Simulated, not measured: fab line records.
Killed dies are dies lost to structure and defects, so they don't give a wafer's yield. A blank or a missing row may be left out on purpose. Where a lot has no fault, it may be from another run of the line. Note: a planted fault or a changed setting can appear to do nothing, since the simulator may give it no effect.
fab line records | flow sky130
record: lots: 6 | wafers: 18 | last_day: 50
route steps=708 shown SD_N@356 SD_P@359 RES_XHIGH@360 SALICIDE@361 LI_CONTACT@362 PAD_OPEN@708
lots that met no fault: from a run of the same line without faults
start_h: hours from the record's opening day to when the first of the lot's shown wafers began | wait_h: time in hours since the lot's previous step | " unchanged from the row above | L1.1+2: a single row standing in for several wafers | - no value, or no start was given | * or withheld: withheld | < > ~ a bound
route shown NAME@n: a module of which the file shows steps, and the number in the route of the first | usual: mean/standard deviation taken from wafers without a fault | same: alike in all rows | chamber/n: place in a boat | sites: each site's reading | _std_site: standard deviation of those values | _edge_site: the outer-site mean with the inner-site mean subtracted | radius_mm: how far each site lies from the wafer's centre | mask NAME#n: copy n | behind: the most recent tool/chamber to have shaped the wafer | hold: cause of the lot's hold/its duration in hours/its outcome | device: names the non-switching transistor (n, p or np) | end of line: the tests these same wafers got at the end of their route | where a step has no rows: the recipe by itself | killed: dies that structure and defects cost at the first sort, which is not the same as the wafer's yield | map: per-die view of a wafer (x killed, . not killed, _ where there is no die)
set.NAME: the setting that was run; set.NAME@STEP: the one run at that earlier step | model.NAME: the simulator's own value behind a step, which no gauge read
certain route steps with their lots: each step a table, each wafer a row
services: the hour from which a tool's chamber was out of use, counted from the record's first day as start_h (under 0 if before that day), plus the number of hours and why
== steps ==
step: SKY_SD_N_RTA_14
recipe: temp_c: 1075 | time_s: 2 | idle_temp_c: 650 | ramp_up_c_per_s: 150 | ramp_down_c_per_s: 90 | ambient: N2
usual: lamp_power_pct: 15.74/0.054 | wafer_temp_C_max: 1078.0/1.3
lot.wafer | tool          | chamber | start_h | wait_h | lamp_power_pct | wafer_temp_C_max
L582.3    | rtp_anneal-02 | 0       | 651.85  | 0.0    | 15.68          | 1077.5
L582.4    | "             | 0       | "       | "      | 15.71          | 1076.8
L582.5    | "             | 0       | "       | "      | 15.73          | 1077.1
L585.1    | rtp_anneal-01 | 0       | 686.85  | 0.0    | 15.85          | 1077.6
L585.2    | "             | 0       | "       | "      | 15.79          | 1075.8
L585.4    | "             | 0       | "       | "      | 15.85          | 1075.8
L588.3    | rtp_anneal-02 | 0       | 705.11  | 0.0    | 15.73          | 1077.6
L588.4    | "             | 0       | "       | "      | 15.75          | 1077.7
L588.6    | "             | 0       | "       | "      | 15.76          | 1078.1
L601.1    | rtp_anneal-02 | 0       | 809.43  | 0.0    | 15.73          | 1077.1
L601.5    | "             | 0       | "       | "      | 15.71          | 1079.2
L601.6    | "             | 0       | "       | "      | 15.70          | 1078.2
L603.2    | rtp_anneal-02 | 0       | 816.09  | 0.0    | 15.80          | 1081.0
L603.4    | "             | 0       | "       | "      | 15.67          | 1077.5
L603.6    | "             | 0       | "       | "      | 15.76          | 1078.2
L604.3    | rtp_anneal-01 | 0       | 830.39  | 0.0    | 15.81          | 1078.1
L604.4    | "             | 0       | "       | "      | 15.69          | 1079.2
L604.6    | "             | 0       | "       | "      | 15.79          | 1077.7
step: SKY_SD_N_RS_MEAS_16
recipe: thk_meas_gauge: four-point-probe
usual: SD_N_RS: 68.56/0.12
lot.wafer | tool          | chamber | start_h | wait_h | SD_N_RS[ohm/sq]
L582.3    | film_metro-04 | -       | 652.04  | 0.1    | 68.67
L582.4    | "             | -       | "       | "      | 68.86
L582.5    | "             | -       | "       | "      | 68.66
L585.1    | film_metro-04 | -       | 687.02  | 0.1    | 68.78
L585.2    | "             | -       | "       | "      | 68.66
L585.4    | "             | -       | "       | "      | 68.72
L588.3    | film_metro-03 | -       | 705.31  | 0.1    | 68.66
L588.4    | "             | -       | "       | "      | 68.60
L588.6    | "             | -       | "       | "      | 68.55
L601.1    | film_metro-04 | -       | 809.60  | 0.1    | 68.71
L601.5    | "             | -       | "       | "      | 68.64
L601.6    | "             | -       | "       | "      | 68.69
L603.2    | film_metro-03 | -       | 816.27  | 0.1    | 68.81
L603.4    | "             | -       | "       | "      | 68.66
L603.6    | "             | -       | "       | "      | 68.71
L604.3    | film_metro-03 | -       | 830.58  | 0.1    | 68.67
L604.4    | "             | -       | "       | "      | 68.57
L604.6    | "             | -       | "       | "      | 68.73
step: SKY_SD_N_RS_MEAS_17
recipe: thk_meas_gauge: four-point-probe
usual: SD_P_RS: 147.0/0.36
lot.wafer | tool          | chamber | start_h | wait_h | SD_P_RS[ohm/sq]
L582.3    | film_metro-04 | -       | 652.16  | 0.1    | 147.7
L582.4    | "             | -       | "       | "      | 148.0
L582.5    | "             | -       | "       | "      | 147.7
L585.1    | film_metro-04 | -       | 687.14  | 0.1    | 147.2
L585.2    | "             | -       | "       | "      | 148.2
L585.4    | "             | -       | "       | "      | 147.5
L588.3    | film_metro-03 | -       | 705.43  | 0.1    | 146.8
L588.4    | "             | -       | "       | "      | 146.5
L588.6    | "             | -       | "       | "      | 146.8
L601.1    | film_metro-04 | -       | 809.72  | 0.1    | 146.8
L601.5    | "             | -       | "       | "      | 147.0
L601.6    | "             | -       | "       | "      | 147.0
L603.2    | film_metro-03 | -       | 816.39  | 0.1    | 147.2
L603.4    | "             | -       | "       | "      | 147.2
L603.6    | "             | -       | "       | "      | 147.3
L604.3    | film_metro-03 | -       | 830.70  | 0.1    | 147.2
L604.4    | "             | -       | "       | "      | 147.3
L604.6    | "             | -       | "       | "      | 147.6
step: SKY_SD_N_RS_MEAS_18
recipe: thk_meas_gauge: four-point-probe
usual: RES_XHIGH_RS: 333.5/1.3
lot.wafer | tool          | chamber | start_h | wait_h | RES_XHIGH_RS[ohm/sq]
L582.3    | film_metro-04 | -       | 652.28  | 0.1    | 333.5
L582.4    | "             | -       | "       | "      | 333.9
L582.5    | "             | -       | "       | "      | 332.6
L585.1    | film_metro-04 | -       | 687.26  | 0.1    | 336.7
L585.2    | "             | -       | "       | "      | 335.4
L585.4    | "             | -       | "       | "      | 336.8
L588.3    | film_metro-03 | -       | 705.55  | 0.1    | 335.2
L588.4    | "             | -       | "       | "      | 334.3
L588.6    | "             | -       | "       | "      | 336.5
L601.1    | film_metro-04 | -       | 809.84  | 0.1    | 332.5
L601.5    | "             | -       | "       | "      | 332.8
L601.6    | "             | -       | "       | "      | 333.8
L603.2    | film_metro-03 | -       | 816.51  | 0.1    | 331.3
L603.4    | "             | -       | "       | "      | 332.0
L603.6    | "             | -       | "       | "      | 332.0
L604.3    | film_metro-03 | -       | 830.82  | 0.1    | 333.0
L604.4    | "             | -       | "       | "      | 333.2
L604.6    | "             | -       | "       | "      | 332.8
step: SKY_SALICIDE_CLEAN_00
recipe: chemistry: HF-last | time_s: 30 | dilution: 100:1 | dry: ipa_marangoni
step: SKY_LI_CONTACT_HDPCVD_00
recipe: material: PSG | target_thk_nm: 930 | sigma_open_frac: 0.3 | time_s: 155 | temp_c: 600 | sih4_flow_sccm: 60 | pressure_mtorr: 6
step: SKY_LI_CONTACT_THK_MEAS_01
recipe: reads: PSG_of_LI_CONTACT_HDPCVD_00
usual: LI_CONTACT_HDPCVD_THK: 926/9.2
lot.wafer | tool          | chamber | start_h | wait_h | LI_CONTACT_HDPCVD_THK[nm]
L582.3    | film_metro-02 | -       | 652.50  | 0.1    | 914
L582.4    | "             | -       | "       | "      | 919
L582.5    | "             | -       | "       | "      | 905
L585.1    | film_metro-03 | -       | 687.50  | 0.1    | 925
L585.2    | "             | -       | "       | "      | 922
L585.4    | "             | -       | "       | "      | 925
L588.3    | film_metro-04 | -       | 705.77  | 0.1    | 930
L588.4    | "             | -       | "       | "      | 917
L588.6    | "             | -       | "       | "      | 936
L601.1    | film_metro-04 | -       | 810.08  | 0.1    | 925
L601.5    | "             | -       | "       | "      | 925
L601.6    | "             | -       | "       | "      | 928
L603.2    | film_metro-04 | -       | 816.74  | 0.1    | 925
L603.4    | "             | -       | "       | "      | 925
L603.6    | "             | -       | "       | "      | 921
L604.3    | film_metro-04 | -       | 831.04  | 0.1    | 922
L604.4    | "             | -       | "       | "      | 921
L604.6    | "             | -       | "       | "      | 926
step: SKY_LI_CONTACT_CMP_02
recipe: material: PSG | down_force_psi: 4 | platen_rpm: 60 | pad_velocity_m_s: 0.94248
usual: motor_current_A: 12.5/1.5 | time_to_endpoint_s: 30.9/2.3
lot.wafer | tool   | chamber | start_h | wait_h | motor_current_A | time_to_endpoint_s
L582.4    | cmp-02 | 0       | 652.59  | 0.1    | 11.9            | 30.1
L582.3    | "      | 1       | "       | "      | 12.6            | 28.0
L582.5    | "      | 0       | "       | "      | 12.0            | 30.2
L585.2    | cmp-02 | 0       | 687.56  | 0.0    | 12.2            | 30.0
L585.4    | "      | 1       | "       | "      | 12.9            | 33.4
L585.1    | "      | 3       | "       | "      | 13.4            | 32.4
L588.4    | cmp-02 | 3       | 705.86  | 0.1    | 13.8            | 30.1
L588.3    | "      | 0       | "       | "      | 12.2            | 33.0
L588.6    | "      | 3       | "       | "      | 14.4            | 32.3
L601.1    | cmp-01 | 3       | 810.29  | 0.2    | 11.6            | 33.0
L601.6    | "      | 0       | "       | "      | 13.5            | 31.3
L601.5    | "      | 1       | "       | "      | 8.8             | 32.5
L603.2    | cmp-01 | 2       | 816.79  | 0.0    | 13.2            | 31.6
L603.4    | "      | 1       | "       | "      | 9.5             | 30.8
L603.6    | "      | 2       | "       | "      | 13.5            | 29.5
L604.4    | cmp-02 | 2       | 831.08  | 0.0    | 12.5            | 31.3
L604.3    | "      | 3       | "       | "      | 13.4            | 28.9
L604.6    | "      | 3       | "       | "      | 12.7            | 33.7
step: SKY_LI_CONTACT_BOW_MEAS_03
recipe: mode: bow
usual: LI_CONTACT_BOW: 57/7.3
lot.wafer | tool          | chamber | start_h | wait_h | LI_CONTACT_BOW[um]
L582.3    | film_metro-04 | -       | 652.88  | 0.2    | 70
L582.4    | "             | -       | "       | "      | 61
L582.5    | "             | -       | "       | "      | 61
L585.1    | film_metro-02 | -       | 687.86  | 0.1    | 53
L585.2    | "             | -       | "       | "      | 58
L585.4    | "             | -       | "       | "      | 58
L588.3    | film_metro-02 | -       | 706.15  | 0.2    | 52
L588.4    | "             | -       | "       | "      | 54
L588.6    | "             | -       | "       | "      | 53
L601.1    | film_metro-02 | -       | 810.44  | 0.1    | 51
L601.5    | "             | -       | "       | "      | 59
L601.6    | "             | -       | "       | "      | 42
L603.2    | film_metro-03 | -       | 817.11  | 0.3    | 58
L603.4    | "             | -       | "       | "      | 54
L603.6    | "             | -       | "       | "      | 71
L604.3    | film_metro-03 | -       | 831.42  | 0.2    | 64
L604.4    | "             | -       | "       | "      | 57
L604.6    | "             | -       | "       | "      | 55
step: SKY_LI_CONTACT_DEHYDRATE_04
recipe: temp_c: 200 | time_s: 60
step: SKY_LI_CONTACT_HMDS_05
recipe: prime_time_s: 60 | prime_temp_c: 120
step: SKY_LI_CONTACT_COAT_06
recipe: resist: BARC | temp_c: withheld | time_s: withheld | spin_rpm: 3000 | resist_thk_nm: 60
usual: exhaust_pa: 44.9/0.97
lot.wafer | tool           | chamber | start_h | wait_h | exhaust_pa
L582.3    | litho_track-01 | 0       | 666.64  | 0.1    | 46.7
L582.4    | "              | 0       | "       | "      | 47.1
L582.5    | "              | 0       | "       | "      | 46.3
L585.1    | litho_track-02 | 0       | 701.13  | 0.1    | 45.3
L585.2    | "              | 0       | "       | "      | 46.0
L585.4    | "              | 0       | "       | "      | 45.4
L588.3    | litho_track-01 | 0       | 719.69  | 0.1    | 43.8
L588.4    | "              | 0       | "       | "      | 44.4
L588.6    | "              | 0       | "       | "      | 44.1
L601.1    | litho_track-01 | 0       | 823.80  | 0.1    | 44.6
L601.5    | "              | 0       | "       | "      | 44.4
L601.6    | "              | 0       | "       | "      | 45.6
L603.2    | litho_track-01 | 0       | 830.37  | 0.1    | 44.4
L603.4    | "              | 0       | "       | "      | 46.4
L603.6    | "              | 0       | "       | "      | 45.0
L604.3    | litho_track-02 | 0       | 844.28  | 0.1    | 44.2
L604.4    | "              | 0       | "       | "      | 44.6
L604.6    | "              | 0       | "       | "      | 44.2
step: SKY_LI_CONTACT_COAT_07
recipe: resist: KrF-thick | spin_rpm: 3000 | resist_thk_nm: 450
step: SKY_LI_CONTACT_SOFTBAKE_08
recipe: temp_c: 100 | time_s: 90 | resist: KrF-thick
step: SKY_LI_CONTACT_EXPOSE_09
recipe: mask_id: LICM1 | na: 0.8 | source_shape: annular | sigma_inner: 0.55 | sigma_outer: 0.85 | target_cd_nm: 170 | dose_mj: 38
step: SKY_LI_CONTACT_PEB_10
recipe: peb_temp_c: withheld | peb_time_s: withheld | resist: KrF-thick
step: SKY_LI_CONTACT_DEVELOP_11
recipe: develop_time_s: 60 | resist: KrF-thick | dev_temp_c: 21
step: SKY_LI_CONTACT_CD_MEAS_12
recipe: target_cd_nm: 170
usual: cd_nm: 170.2/1.6
lot.wafer | tool      | chamber | start_h | wait_h | cd_nm
L582.3    | cd_sem-02 | -       | 681.14  | -      | 169.2
L582.4    | "         | -       | "       | "      | 169.1
L582.5    | "         | -       | "       | "      | 170.4
L585.1    | cd_sem-02 | -       | 715.63  | -      | 169.3
L585.2    | "         | -       | "       | "      | 168.1
L585.4    | "         | -       | "       | "      | 169.3
L588.3    | cd_sem-01 | -       | 733.63  | -      | 170.8
L588.4    | "         | -       | "       | "      | 169.8
L588.6    | "         | -       | "       | "      | 170.8
L601.1    | cd_sem-02 | -       | 837.05  | -      | 171.0
L601.5    | "         | -       | "       | "      | 170.4
L601.6    | "         | -       | "       | "      | 170.5
L603.2    | cd_sem-01 | -       | 843.72  | -      | 169.4
L603.4    | "         | -       | "       | "      | 170.9
L603.6    | "         | -       | "       | "      | 171.9
L604.3    | cd_sem-02 | -       | 857.39  | -      | 166.4
L604.4    | "         | -       | "       | "      | 166.5
L604.6    | "         | -       | "       | "      | 168.6
step: SKY_LI_CONTACT_OVL_MEAS_13
usual: LI_CONTACT_OVL: 3/5.1
lot.wafer | tool       | chamber | start_h | wait_h | LI_CONTACT_OVL[nm]
L582.3    | overlay-01 | -       | 681.23  | 0.1    | 5
L582.4    | "          | -       | "       | "      | 4
L582.5    | "          | -       | "       | "      | 9
L585.1    | overlay-01 | -       | 715.75  | 0.1    | 13
L585.2    | "          | -       | "       | "      | -2
L585.4    | "          | -       | "       | "      | -8
L588.3    | overlay-02 | -       | 733.73  | 0.1    | 2
L588.4    | "          | -       | "       | "      | -1
L588.6    | "          | -       | "       | "      | -1
L601.1    | overlay-01 | -       | 837.17  | 0.1    | 2
L601.5    | "          | -       | "       | "      | 4
L601.6    | "          | -       | "       | "      | 8
L603.2    | overlay-02 | -       | 843.83  | 0.1    | -4
L603.4    | "          | -       | "       | "      | -5
L603.6    | "          | -       | "       | "      | -4
L604.3    | overlay-02 | -       | 857.48  | 0.1    | 2
L604.4    | "          | -       | "       | "      | -4
L604.6    | "          | -       | "       | "      | -3
step: SKY_LI_CONTACT_ETCH_14
recipe: chemistry: N2/H2 | target: BARC | ion_energy_ev: 200 | source_w: 500 | bias_w: 100 | pressure_mtorr: 30 | n2_flow_sccm: 100 | h2_flow_sccm: 200 | stop_on: SiO2 | time_s: 45.9 | target_depth_a: 600
usual: chamber_pressure_mTorr: 30.000/0.028 | drypump_motor_current_A: 5.6/0.48 | oes_product_au: 0.854/0.0049 | throttle_valve_pct: 13.225/0.0099
lot.wafer | tool        | chamber | start_h | wait_h | chamber_pressure_mTorr | drypump_motor_current_A | oes_product_au | rf_hours_counter_h | throttle_valve_pct | model.etch.depth_nm
L582.3    | rie_diel-02 | 3       | 681.26  | 0.0    | 29.966                 | 5.1                     | 0.853          | 13                 | 13.222             | 59.89
L582.4    | "           | 3       | "       | "      | 29.964                 | 5.1                     | 0.857          | -                  | 13.207             | 59.9
L582.5    | "           | 2       | "       | "      | 29.999                 | 5.7                     | 0.852          | -                  | 13.227             | 59.8
L585.1    | rie_diel-03 | 3       | 715.78  | 0.0    | 30.006                 | 5.9                     | 0.855          | 4                  | 13.222             | 59.84
L585.2    | "           | 1       | "       | "      | 30.016                 | 5.9                     | 0.848          | 19                 | 13.207             | 59.81
L585.4    | "           | 2       | "       | "      | 30.022                 | 4.9                     | 0.857          | 1                  | 13.218             | 59.92
L588.3    | rie_diel-02 | 1       | 733.75  | 0.0    | 30.072                 | 5.4                     | 0.859          | 69                 | 13.210             | 59.98
L588.4    | "           | 2       | "       | "      | 30.011                 | 5.7                     | 0.848          | -                  | 13.215             | 59.82
L588.6    | "           | 3       | "       | "      | 30.015                 | 5.1                     | 0.857          | -                  | 13.227             | 59.93
L601.1    | rie_diel-02 | 2       | 837.20  | 0.0    | 29.969                 | 5.7                     | 0.863          | 17                 | 13.231             | 59.99
L601.5    | "           | 2       | "       | "      | 29.977                 | 5.7                     | 0.808          | -                  | 13.224             | 54.8
L601.6    | "           | 1       | "       | "      | 30.013                 | 5.4                     | 0.809          | -                  | 13.236             | 54.72
L603.2    | rie_diel-03 | 3       | 843.86  | 0.0    | 30.022                 | 6.0                     | 0.857          | 8                  | 13.222             | 60.16
L603.4    | "           | 1       | "       | "      | 30.020                 | 5.9                     | 0.816          | 22                 | 13.217             | 54.74
L603.6    | "           | 2       | "       | "      | 30.006                 | 4.9                     | 0.817          | -                  | 13.220             | 54.68
L604.3    | rie_diel-02 | 3       | 857.50  | 0.0    | 30.010                 | 5.1                     | 0.860          | 19                 | 13.230             | 60.04
L604.4    | "           | 1       | "       | "      | 30.017                 | 5.4                     | 0.855          | 1                  | 13.217             | 59.87
L604.6    | "           | 3       | "       | "      | 29.978                 | 5.1                     | 0.849          | -                  | 13.224             | 60.06
step: SKY_LI_CONTACT_ETCH_15
recipe: target: PSG | chemistry: C4F8/O2/Ar | stop_on: Si | taper_deg: 4.15 | mask_material: KrF-thick | source_w: 1500 | bias_w: 1200 | pressure_mtorr: 40 | c4f8_flow_sccm: withheld | O2_flow_sccm: 6 | Ar_flow_sccm: 300 | time_s: withheld | target_depth_a: 6000
usual: chamber_pressure_mTorr: 40.00/0.037 | oes_product_au: 0.836/0.0046
lot.wafer | tool        | chamber | start_h | wait_h | chamber_pressure_mTorr | oes_product_au
L582.3    | rie_diel-02 | 3       | 681.30  | 0.0    | 40.00                  | 0.834
L582.4    | "           | 3       | "       | "      | 40.01                  | 0.832
L582.5    | "           | 2       | "       | "      | 39.98                  | 0.852
L585.1    | rie_diel-03 | 3       | 715.83  | 0.0    | 39.95                  | 0.837
L585.2    | "           | 1       | "       | "      | 39.96                  | 0.828
L585.4    | "           | 2       | "       | "      | 40.02                  | 0.829
L588.3    | rie_diel-02 | 1       | 733.79  | 0.0    | 40.00                  | 0.837
L588.4    | "           | 2       | "       | "      | 40.03                  | 0.832
L588.6    | "           | 3       | "       | "      | 40.01                  | 0.835
L601.1    | rie_diel-02 | 2       | 837.24  | 0.0    | 39.97                  | 0.840
L601.5    | "           | 2       | "       | "      | 39.96                  | 0.844
L601.6    | "           | 1       | "       | "      | 40.00                  | 0.838
L603.2    | rie_diel-03 | 3       | 843.90  | 0.0    | 39.94                  | 0.842
L603.4    | "           | 1       | "       | "      | 40.04                  | 0.840
L603.6    | "           | 2       | "       | "      | 40.03                  | 0.834
L604.3    | rie_diel-02 | 3       | 857.54  | 0.0    | 40.03                  | 0.840
L604.4    | "           | 1       | "       | "      | 40.06                  | 0.840
L604.6    | "           | 3       | "       | "      | 39.95                  | 0.837
step: SKY_PAD_OPEN_PROBE_99
usual: killed_at_M0_to_M3: 43/7.7 | killed_at_M4_up: 3.1/1.7 | killed_at_contacts: 23/4.8 | killed_at_front_end: 15/4.5 | killed_at_other: 0.3/0.58 | killed_dies: 85/10 | killed_open: 46/7.5 | killed_short: 38/6.5
same: gross_dies: 492 | killed_at_back_side: 0
lot.wafer | tool      | chamber | start_h | wait_h | killed_at_M0_to_M3 | killed_at_M4_up | killed_at_contacts | killed_at_front_end | killed_at_other | killed_dies | killed_open | killed_short
L585.1    | prober-02 | -       | 1103.42 | 0.1    | 51                 | 5               | 19                 | 16                  | 1               | 92          | 44          | 48
L585.2    | prober-02 | -       | 1103.47 | 0.1    | 49                 | 2               | 22                 | 10                  | 0               | 83          | 45          | 38
L585.4    | prober-02 | -       | 1103.57 | 0.2    | 28                 | 2               | 19                 | 6                   | 0               | 55          | 26          | 29
L588.3    | prober-02 | -       | 1116.79 | 0.2    | 56                 | 7               | 25                 | 20                  | 0               | 108         | 71          | 36
L588.4    | prober-02 | -       | 1116.84 | 0.2    | 47                 | 5               | 26                 | 10                  | 0               | 88          | 49          | 38
L588.6    | prober-02 | -       | 1116.94 | 0.2    | 35                 | 1               | 25                 | 15                  | 0               | 76          | 39          | 35
killed by level:class
L585.1 VIA1:geometric_particle:open=14 VIA3:geometric_particle:open=7 VIA1:geometric_particle:short=7 LOCAL_INTERCONNECT:geometric_particle:short=6 FIELD_ISO:geometric_particle:short=5 LI_CONTACT:geometric_particle:open=5 METAL2:geometric_particle:short=5 VIA2:geometric_particle:open=5
L585.2 VIA1:geometric_particle:open=17 LI_CONTACT:geometric_particle:open=7 METAL1:geometric_particle:short=7 METAL3:geometric_particle:short=6 VIA3:geometric_particle:open=6 CONTACT:geometric_particle:open=5 METAL2:geometric_particle:short=5 LI_CONTACT:geometric_particle:short=4
L585.4 CONTACT:geometric_particle:open=8 METAL2:geometric_particle:short=5 LOCAL_INTERCONNECT:geometric_particle:short=5 VIA3:geometric_particle:open=5 METAL1:geometric_particle:short=4 VIA3:geometric_particle:short=4 FIELD_ISO:geometric_particle:short=3 LI_CONTACT:geometric_particle:open=3
L588.3 VIA2:geometric_particle:open=11 CONTACT:geometric_particle:open=10 LI_CONTACT:geometric_particle:open=9 VIA1:geometric_particle:open=9 METAL2:geometric_particle:short=9 VIA3:geometric_particle:open=9 FIELD_ISO:geometric_particle:open=6 POLY_GATE:geometric_particle:open=4
L588.4 CONTACT:geometric_particle:open=13 VIA1:geometric_particle:open=12 METAL2:geometric_particle:short=8 VIA3:geometric_particle:open=6 VIA2:geometric_particle:open=5 CONTACT:geometric_particle:short=4 LOCAL_INTERCONNECT:geometric_particle:short=4 VIA2:geometric_particle:short=4
L588.6 LI_CONTACT:geometric_particle:open=10 VIA1:geometric_particle:open=8 CONTACT:geometric_particle:open=7 METAL2:geometric_particle:short=6 CONTACT:geometric_particle:short=5 METAL1:geometric_particle:short=5 VIA3:geometric_particle:short=5 FIELD_ISO:geometric_particle:short=4
== services ==
tool          | chamber | start_h | hours | kind
rie_diel-03   | 2       | 638.48  | 8.0   | repair
cmp-01        | -       | 643.44  | 5.8   | pm
rie_diel-02   | 0       | 645.13  | 132.0 | repair
rie_diel-02   | 2       | 653.38  | 5.6   | repair
cmp-01        | -       | 667.76  | 0.4   | repair
rie_diel-02   | 3       | 669.21  | 1.9   | repair
cmp-01        | -       | 676.05  | 0.6   | repair
rie_diel-03   | -       | 678.53  | 0.4   | repair
cmp-01        | -       | 680.53  | 0.2   | repair
cmp-01        | -       | 681.30  | 2.6   | repair
rie_diel-03   | 0       | 695.91  | 18.8  | repair
cmp-01        | -       | 706.03  | 0.3   | repair
cmp-01        | -       | 744.26  | 4.0   | pm
cmp-02        | -       | 754.58  | 13.4  | pm
cmp-01        | -       | 768.22  | 3.5   | pm
rtp_anneal-02 | -       | 774.93  | 3.9   | pm
rie_diel-02   | 1       | 777.06  | 2.8   | repair
cmp-02        | -       | 779.32  | 2.6   | repair
rtp_anneal-02 | -       | 780.98  | 9.8   | pm
rie_diel-03   | 1       | 822.14  | 2.9   | repair
rie_diel-02   | -       | 829.29  | 2.8   | pm
rie_diel-03   | 1       | 830.01  | 5.3   | repair
rie_diel-03   | -       | 847.79  | 1.0   | repair
rie_diel-02   | 1       | 848.22  | 6.2   | repair
== key ==
first_sign: step: SKY_LI_CONTACT_ETCH_14 | reading: oes_product_au | direction: down | sigmas: 8.5 | usual: 0.854 | struck: 0.812
effect none on later readings
model_effect: step: SKY_LI_CONTACT_ETCH_14 | value: etch.depth_nm | without: 60.12 | struck: 54.74
met_at SKY_LI_CONTACT_COAT_06
struck_wafers L601.5,L601.6,L603.4,L603.6
tester_left_out L601,L603
onset_between 719.69 823.80
fault: kind: process_parameter_drift | tool: litho_track-01 | chamber: - | onset_h: 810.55 | steps: SKY_LI_CONTACT_COAT_06 | channel: resist_thk_nm | offset: -5.3743 | shape: step | end_h: 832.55 | scope: struck_wafers_only | acts_in: these_recipes_only | stated: 60
tester_left_out: of these lots the tester's yield and bins aren't shown, on N5 and GAA mostly nor the transistor test; their killed dies are dies lost to structure and defects alone, not to doping, threshold or leakage, so they don't give the yield
